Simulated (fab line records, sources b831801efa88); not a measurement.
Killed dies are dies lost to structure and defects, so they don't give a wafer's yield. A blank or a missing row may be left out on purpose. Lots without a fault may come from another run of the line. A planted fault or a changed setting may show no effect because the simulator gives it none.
fab line records | flow sfq_line
record lots=6 wafers=18 last_day=80
route steps=325 shown I2@117 M3@118
lots that met no fault: from a run of the same line without faults
start_h: hours from the record's first day to the start of the lot's first wafer shown | wait_h: hours since the lot's step before | " the same as in the row above | L1.1+2: a row that stands for several wafers | - no value, or no start given | * or withheld: withheld | < > ~ a bound
route shown NAME@n: a module of which the file shows steps, and the number in the route of the first | usual: mean/standard deviation of fault-free wafers | same: alike in all rows | chamber/n: place in a boat | sites: the reading at each site | _std_site: their standard deviation | _edge_site: outer sites' mean less inner sites' | radius_mm: how far each site lies from the wafer's centre | mask NAME#n: copy n | behind: the tool/chamber that last shaped the wafer | hold: why the lot was held/for how many hours/how that ended | device: the transistor (n, p or np) that didn't switch | end of line: the same wafers' tests at the end of the route | a step without rows: its recipe alone | killed: dies lost to structure and defects at the first sort, not the wafer's yield | map: a wafer's dies, x killed, . not, _ none there
set.NAME: the setting as run; set.NAME@STEP: as run at that earlier step | model.NAME: the simulator's own value behind a step, which no gauge read
lots at some steps of the route; a table a step, a row a wafer
services: from which hour (start_h, from the record's first day; less than 0 if before it) a tool's chamber was out of use, for how many hours, and why
## steps
# step SFQ_TRILAYER_I2_VIA_STRIP_SOLV_CLEAN_072
# recipe chemistry=NMP temp_c=70 time_s=600
# step SFQ_TRILAYER_M3_DEP_PRE_CLEAN_074
# recipe gas=Ar time_s=22.5 bias_v=250
# step SFQ_TRILAYER_M3_DEP_SPUTTER_073
# recipe material=Nb base_pressure_pa=1.33e-06 chamber_pressure_pa=0.1333 substrate_temp_c=20 resputter_cathode_voltage_v=400 target_thk_nm=200 power_w=2000 time_s=133.3
# usual chamber_pressure_pa=0.13332/0.00027 throttle_valve_pct=30.5/1.1
# columns lot.wafer tool chamber start_h wait_h chamber_pressure_pa throttle_valve_pct
L814.2 pvd_sputter-05 - 531.63 0.0 0.13318 30.4
L814.3 " - " " 0.13339 31.7
L814.4 " - " " 0.13355 31.5
L816.3 pvd_sputter-06 - 555.14 0.0 0.1332 29.3
L816.4 " - " " 0.13342 31.1
L816.6 " - " " 0.13316 28.9
L824.3 pvd_sputter-05 - 614.87 0.0 0.13333 31.5
L824.5 " - " " 0.13333 30.2
L824.6 " - " " 0.13263 31.1
L825.2 pvd_sputter-04 - 619.67 0.0 0.13348 31.1
L825.5 " - " " 0.13341 30.7
L825.6 " - " " 0.13359 31.9
L830.1 pvd_sputter-06 - 666.78 0.0 0.13286 28.8
L830.2 " - " " 0.13371 29.1
L830.4 " - " " 0.13334 30.7
L833.1 pvd_sputter-06 - 697.97 0.0 0.13313 28.0
L833.3 " - " " 0.13321 29.1
L833.6 " - " " 0.13316 30.9
# step SFQ_M3_RS_MEAS_919
# recipe thk_meas_gauge=four-point-probe reads=Nb_of_TRILAYER_M3_DEP_SPUTTER_073
# usual M3_NB_RS=0.889/0.012
# columns lot.wafer tool chamber start_h wait_h M3_NB_RS[ohm/sq]
L814.2 film_metro-02 - 531.74 0.1 0.878
L814.3 " - " " 0.906
L814.4 " - " " 0.897
L816.3 film_metro-02 - 555.27 0.1 0.899
L816.4 " - " " 0.888
L816.6 " - " " 0.902
L824.3 film_metro-04 - 615.00 0.1 0.901
L824.5 " - " " 0.881
L824.6 " - " " 0.875
L825.2 film_metro-01 - 619.78 0.1 0.879
L825.5 " - " " 0.890
L825.6 " - " " 0.886
L830.1 film_metro-02 - 666.87 0.0 0.888
L830.2 " - " " 0.905
L830.4 " - " " 0.910
L833.1 film_metro-04 - 698.06 0.0 0.896
L833.3 " - " " 0.893
L833.6 " - " " 0.914
# step SFQ_TRILAYER_M3_LITHO_COAT_080
# recipe resist=BARC spin_rpm=3000 resist_thk_nm=62
# step SFQ_TRILAYER_M3_LITHO_COAT_075
# recipe resist=KrF spin_rpm=3000 resist_thk_nm=600
# step SFQ_TRILAYER_M3_LITHO_SOFTBAKE_079
# recipe temp_c=withheld time_s=withheld resist=KrF
# step SFQ_TRILAYER_M3_LITHO_EXPOSE_076
# recipe mask_id=M3 na=0.6 source_shape=conventional sigma_outer=0.65 target_cd_nm=500 dose_mj=14.4
# step SFQ_TRILAYER_M3_LITHO_PEB_078
# recipe peb_temp_c=115 peb_time_s=60 resist=KrF
# step SFQ_TRILAYER_M3_LITHO_DEVELOP_077
# recipe time_s=60 resist=KrF
# step SFQ_M3_OVL_MEAS_921
# usual M3_OVL=-1/4.1
# columns lot.wafer tool chamber start_h wait_h M3_OVL[nm]
L814.2 overlay-02 - 629.48 0.1 -5
L814.3 " - " " -4
L814.4 " - " " -11
L816.3 overlay-01 - 654.23 0.1 -7
L816.4 " - " " 0
L816.6 " - " " -9
L824.3 overlay-01 - 714.98 0.1 -4
L824.5 " - " " -9
L824.6 " - " " -12
L825.2 overlay-01 - 717.38 0.1 3
L825.5 " - " " 7
L825.6 " - " " 5
L830.1 overlay-02 - 759.37 0.1 0
L830.2 " - " " 0
L830.4 " - " " -1
L833.1 overlay-01 - 786.87 0.1 2
L833.3 " - " " 1
L833.6 " - " " -1
# step SFQ_TRILAYER_M3_BARC_OPEN_METAL_ETCH_100
# recipe mask_material=PR chemistry=O2 target_depth_nm=125 target=BARC icp_w=600 bias_w=80 pressure_mtorr=10 time_s=41.7
# usual drypump_motor_current_A=5.19/0.17 oes_product_au=0.685/0.0049 rf_fwd_power_W=594.4/2.2
# columns lot.wafer tool chamber start_h wait_h drypump_motor_current_A oes_product_au rf_fwd_power_W rf_hours_counter_h model.KrF_of_TRILAYER_M3_LITHO_COAT_075.thk_nm
L814.2 rie_metal-03 0 629.51 0.0 5.31 0.680 595.2 26 520.8
L814.3 " 1 " " 5.42 0.685 598.5 - 519.7
L814.4 " 0 " " 5.31 0.682 594.5 - 518.9
L816.3 rie_metal-01 0 654.28 0.0 5.06 0.686 592.3 - 525.6
L816.4 " 1 " " 5.16 0.690 596.4 - 522.2
L816.6 " 1 " " 5.15 0.690 598.4 - 523.4
L824.3 rie_metal-03 1 715.03 0.0 5.40 0.686 496.7 - 533
L824.5 " 1 " " 5.42 0.688 494.4 - 532.9
L824.6 " 0 " " 5.28 0.691 500.0 - 535.2
L825.2 rie_metal-03 1 717.41 0.0 5.41 0.690 497.1 36 529.4
L825.5 " 0 " " 5.32 0.679 500.9 - 532.2
L825.6 " 1 " " 5.40 0.689 495.0 - 529
L830.1 rie_metal-01 0 759.41 0.0 5.05 0.682 591.0 106 518.7
L830.2 " 1 " " 5.16 0.692 599.1 77 518.7
L830.4 " 1 " " 5.14 0.689 596.4 - 516.9
L833.1 rie_metal-01 0 786.91 0.0 5.07 0.685 593.0 111 521.9
L833.3 " 0 " " 5.07 0.682 595.0 - 521.1
L833.6 " 0 " " 5.09 0.683 593.8 - 522.9
# step SFQ_TRILAYER_M3_ETCH_METAL_ETCH_078
# recipe target=Nb stop_on=SiO2 mask_material=PR chemistry=Cl2/Ar target_depth_nm=240 icp_w=600 bias_w=80 pressure_mtorr=10 time_s=120
# usual drypump_motor_current_A=5.19/0.16 oes_product_au=0.894/0.0087 rf_fwd_power_W=597.4/1.7
# columns lot.wafer tool chamber start_h wait_h drypump_motor_current_A oes_product_au rf_fwd_power_W rf_hours_counter_h model.KrF_of_TRILAYER_M3_LITHO_COAT_075.thk_nm
L814.2 rie_metal-03 0 629.57 0.0 5.29 0.894 598.5 26 379.5
L814.3 " 1 " " 5.39 0.877 597.3 - 377.1
L814.4 " 0 " " 5.29 0.886 596.6 - 376.7
L816.3 rie_metal-01 0 654.36 0.1 5.05 0.885 596.9 - 383.8
L816.4 " 1 " " 5.17 0.895 595.0 - 378.6
L816.6 " 1 " " 5.17 0.886 594.7 - 378.9
L824.3 rie_metal-03 1 715.11 0.1 5.41 0.882 603.0 - 391.2
L824.5 " 1 " " 5.41 0.895 599.0 - 389.8
L824.6 " 0 " " 5.29 0.903 595.7 - 396.3
L825.2 rie_metal-03 1 717.47 0.0 5.42 0.907 596.1 36 385.8
L825.5 " 0 " " 5.32 0.896 599.8 - 391.7
L825.6 " 1 " " 5.41 0.891 597.3 - 383.8
L830.1 rie_metal-01 0 759.47 0.0 5.07 0.900 597.8 106 374.8
L830.2 " 1 " " 5.15 0.881 600.6 77 371.4
L830.4 " 1 " " 5.18 0.881 600.7 - 369.8
L833.1 rie_metal-01 0 786.97 0.0 5.06 0.890 599.1 111 379.5
L833.3 " 0 " " 5.07 0.895 596.1 - 377.8
L833.6 " 0 " " 5.06 0.895 596.7 - 380.6
# step SFQ_TRILAYER_M3_STRIP_STRIP_079
# recipe gas=O2 power_w=200 platen_temp_c=40 overash_fraction=0.65 chemistry=O2 pressure_mtorr=50
# usual drypump_motor_current_A=5.19/0.16 oes_product_au=1.007/0.012
# columns lot.wafer tool chamber start_h wait_h drypump_motor_current_A oes_product_au rf_hours_counter_h
L814.2 rie_metal-03 0 629.69 0.1 5.28 1.004 26
L814.3 " 1 " " 5.42 1.014 -
L814.4 " 0 " " 5.28 1.007 -
L816.3 rie_metal-01 0 654.64 0.2 5.07 1.008 -
L816.4 " 1 " " 5.15 1.023 -
L816.6 " 1 " " 5.15 1.016 -
L824.3 rie_metal-03 1 715.39 0.2 5.41 1.008 -
L824.5 " 1 " " 5.39 1.012 -
L824.6 " 0 " " 5.31 0.996 -
L825.2 rie_metal-03 1 717.59 0.1 5.42 1.011 36
L825.5 " 0 " " 5.31 0.989 -
L825.6 " 1 " " 5.39 1.011 -
L830.1 rie_metal-01 0 759.59 0.1 5.06 1.006 106
L830.2 " 1 " " 5.17 1.022 77
L830.4 " 1 " " 5.15 1.015 -
L833.1 rie_metal-01 0 787.09 0.1 5.08 0.999 111
L833.3 " 0 " " 5.08 1.016 -
L833.6 " 0 " " 5.08 1.010 -
## services
# columns tool chamber start_h hours kind
rie_metal-03 0 508.63 - clean
rie_metal-03 0 508.63 13.3 scheduled_down
rie_metal-03 0 508.63 13.3 vent_cycle
pvd_sputter-05 1 518.75 - consumable_replace:kit
pvd_sputter-05 1 518.75 18.0 scheduled_down
pvd_sputter-05 1 518.75 18.0 vent_cycle
rie_metal-03 - 530.76 5.5 repair
rie_metal-03 1 536.24 - clean
rie_metal-03 1 536.24 16.1 scheduled_down
rie_metal-03 1 536.24 16.1 vent_cycle
pvd_sputter-06 - 580.27 2.5 repair
pvd_sputter-04 - 591.57 6.2 repair
pvd_sputter-05 - 625.48 2.4 repair
pvd_sputter-05 - 677.30 1.0 repair
pvd_sputter-04 0 686.13 - consumable_replace:kit
pvd_sputter-04 0 686.13 18.0 scheduled_down
pvd_sputter-04 0 686.13 18.0 vent_cycle
pvd_sputter-06 - 750.62 3.7 repair
pvd_sputter-05 - 769.17 4.1 repair
pvd_sputter-06 1 769.83 - consumable_replace:kit
pvd_sputter-06 1 769.83 18.0 scheduled_down
pvd_sputter-06 1 769.83 18.0 vent_cycle
## key
first_sign step=SFQ_TRILAYER_M3_BARC_OPEN_METAL_ETCH_100 reading=rf_fwd_power_W direction=down sigmas=44 usual=594.4 struck=497.4
effect none on later readings
model_effect step=SFQ_TRILAYER_M3_BARC_OPEN_METAL_ETCH_100 value=KrF_of_TRILAYER_M3_LITHO_COAT_075.thk_nm without=524.5 struck=532
model_effect step=SFQ_TRILAYER_M3_ETCH_METAL_ETCH_078 value=KrF_of_TRILAYER_M3_LITHO_COAT_075.thk_nm without=382.3 struck=389.8
met_at SFQ_TRILAYER_M3_BARC_OPEN_METAL_ETCH_100
struck_wafers L824.3,L824.5,L824.6,L825.2,L825.5,L825.6
onset_between 629.51 715.03
fault kind=process_parameter_drift tool=rie_metal-03 chamber=- onset_h=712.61 steps=SFQ_TRILAYER_M3_BARC_OPEN_METAL_ETCH_100 channel=icp_w offset=-96 shape=step end_h=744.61 acts_in=these_recipes_only stated=600
